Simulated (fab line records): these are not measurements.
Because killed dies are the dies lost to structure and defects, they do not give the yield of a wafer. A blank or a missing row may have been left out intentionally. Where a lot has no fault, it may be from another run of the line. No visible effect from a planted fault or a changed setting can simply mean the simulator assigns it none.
The tool behind it: which one? ; flow sky130 ; 6 lots, 18 wafers sampled, at 2 steps of a route of 708

WHAT THE GAUGES READ, wafer by wafer
SKY_LI_CONTACT_RS_MEAS_22: measurement is done with a four-point probe.
lot;measured;on;LI_CONTACT_W_RS (ohm/sq)
L771;day 29 22:29;film-metro-02;0.2817 0.2858 0.2853
L777;day 32 04:25;film-metro-02;0.2280 0.2292 0.2276
L780;day 33 00:15;film-metro-01;0.2271 0.2271 0.2268
L788;day 35 11:00;film-metro-02;0.2819 0.2822 0.2823
L790;day 35 16:47;film-metro-01;0.2854 0.2847 0.2846
L793;day 37 06:25;film-metro-01;0.2835 0.2810 0.2850

TOOL THAT RAN EACH LOT (tool first, then ch and the chambers of the sampled wafers, then the start)
lot;SKY_LI_CONTACT_CVD_21
L771;cvd-w-01 ch 0, day 29 22:20
L777;cvd-w-01 ch 0,1, day 32 04:16
L780;cvd-w-01 ch 0,1, day 33 00:08
L788;cvd-w-02 ch 0, day 35 10:52
L790;cvd-w-01 ch 0,1, day 35 16:38
L793;cvd-w-02 ch 1, day 37 06:17
- SKY_LI_CONTACT_CVD_21: deposits W, target thk 400 nm, time 120.56 s.

THE ANSWER, worked out from the rows above alone
Rule: the lots themselves supply what counts as usual. Put in order of their means at a reading, lots are off if they are a third of the lots or fewer, leave a main group of 4 or more, and stand apart from it by a gap of 3 or more times the standard deviation of the main group's means; of several such gaps the widest counts. Not used: any main group whose means are identical at the precision the tables above print for the reading. A lot without any number at a reading at which 4 lots or more have one is off too. The other lots that the step has rows for count as sound.
Off: L777, L780, seen at SKY_LI_CONTACT_RS_MEAS_22 (LI_CONTACT_W_RS). The main group has a mean of 0.2836 ohm/sq with a standard deviation of 0.0011.
A tool fits if, at a process step before that reading, it ran every lot that is off, and no sound lot after the first of them. Those tools and the gauges at SKY_LI_CONTACT_RS_MEAS_22 are tried in the same way. Of those tried, none fits.

WHAT THE SIMULATOR HAD INSERTED
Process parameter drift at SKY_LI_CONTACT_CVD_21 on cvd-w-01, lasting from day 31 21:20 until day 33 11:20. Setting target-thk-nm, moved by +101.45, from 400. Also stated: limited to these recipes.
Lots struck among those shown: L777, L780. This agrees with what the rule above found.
